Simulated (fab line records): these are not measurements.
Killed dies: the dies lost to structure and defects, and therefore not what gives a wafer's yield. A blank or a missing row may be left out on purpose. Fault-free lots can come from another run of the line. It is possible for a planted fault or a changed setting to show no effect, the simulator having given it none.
Which tool was responsible? / flow sky130 / Sampling: 6 lots, 18 wafers, 3 of 708 route steps

WHAT THE GAUGES READ, wafer by wafer
SKY_VT_ADJUST_HVTP_TW_MEAS_11.
lot=L770; measured=day 6 17:32; on=film-metro-02; VT_ADJUST_HVTP_TW=1353 1352 1359
lot=L773; measured=day 7 10:33; on=film-metro-04; VT_ADJUST_HVTP_TW=1334 1336 1337
lot=L775; measured=day 8 00:02; on=film-metro-04; VT_ADJUST_HVTP_TW=1328 1335 1336
lot=L778; measured=day 8 16:14; on=film-metro-01; VT_ADJUST_HVTP_TW=1396 1402 1389
lot=L783; measured=day 10 01:19; on=film-metro-01; VT_ADJUST_HVTP_TW=1171 1170 1174
lot=L791; measured=day 12 06:20; on=film-metro-04; VT_ADJUST_HVTP_TW=1339 1337 1340

WHAT TOOL EACH LOT RAN ON (gives the tool, then ch and the chambers of the sampled wafers, and finally the start)
lot=L770; SKY_FIELD_ISO_CMP_27=cmp-01 ch 1,3, day 2 21:41; SKY_VT_ADJUST_HVTP_IMPLANT_09=implanter-01 ch 0, day 6 17:17
lot=L773; SKY_FIELD_ISO_CMP_27=cmp-01 ch 0,1,2, day 3 13:57; SKY_VT_ADJUST_HVTP_IMPLANT_09=implanter-02 ch 0, day 7 10:19
lot=L775; SKY_FIELD_ISO_CMP_27=cmp-02 ch 0,3, day 4 00:07; SKY_VT_ADJUST_HVTP_IMPLANT_09=implanter-02 ch 0, day 7 23:49
lot=L778; SKY_FIELD_ISO_CMP_27=cmp-02 ch 0,1, day 4 12:46; SKY_VT_ADJUST_HVTP_IMPLANT_09=implanter-01 ch 0, day 8 15:59
lot=L783; SKY_FIELD_ISO_CMP_27=cmp-01 ch 2,3, day 5 15:24; SKY_VT_ADJUST_HVTP_IMPLANT_09=implanter-01 ch 0, day 10 01:05
lot=L791; SKY_FIELD_ISO_CMP_27=cmp-01 ch 0,1,3, day 7 10:44; SKY_VT_ADJUST_HVTP_IMPLANT_09=implanter-03 ch 0, day 12 06:05
- SKY_FIELD_ISO_CMP_27: polishes, stops on Si3N4, t overpolish 16 s, target thk 457.8 nm.
- SKY_VT_ADJUST_HVTP_IMPLANT_09

THE ANSWER, worked out from the rows above alone
Rule: what is usual is taken from the lots themselves. The widest of any qualifying gaps counts: lots, ordered by their means at a reading, are off when they make up no more than a third of the lots, leave a main group of 4 or more, and stand apart from it by 3 or more times the standard deviation of that group's means. If all means in a main group match to the digits the tables above print for the reading, that group is not used. A lot without any number at a reading at which 4 lots or more have one is off too. Where the step has rows for the other lots, those lots are counted as sound.
Off: L783, seen at SKY_VT_ADJUST_HVTP_TW_MEAS_11 (VT_ADJUST_HVTP_TW). For the main group the mean is 1352 and the standard deviation 23.
If a tool, at a process step before that reading, ran all the lots that are off and no sound lot after the first of them, it fits. The gauges at SKY_VT_ADJUST_HVTP_TW_MEAS_11 are tried like those tools. Undecided on this evidence; 2 tools fit (implanter-01 at SKY_VT_ADJUST_HVTP_IMPLANT_09, film-metro-01 at SKY_VT_ADJUST_HVTP_TW_MEAS_11).

WHAT WAS PUT IN BY THE SIMULATOR
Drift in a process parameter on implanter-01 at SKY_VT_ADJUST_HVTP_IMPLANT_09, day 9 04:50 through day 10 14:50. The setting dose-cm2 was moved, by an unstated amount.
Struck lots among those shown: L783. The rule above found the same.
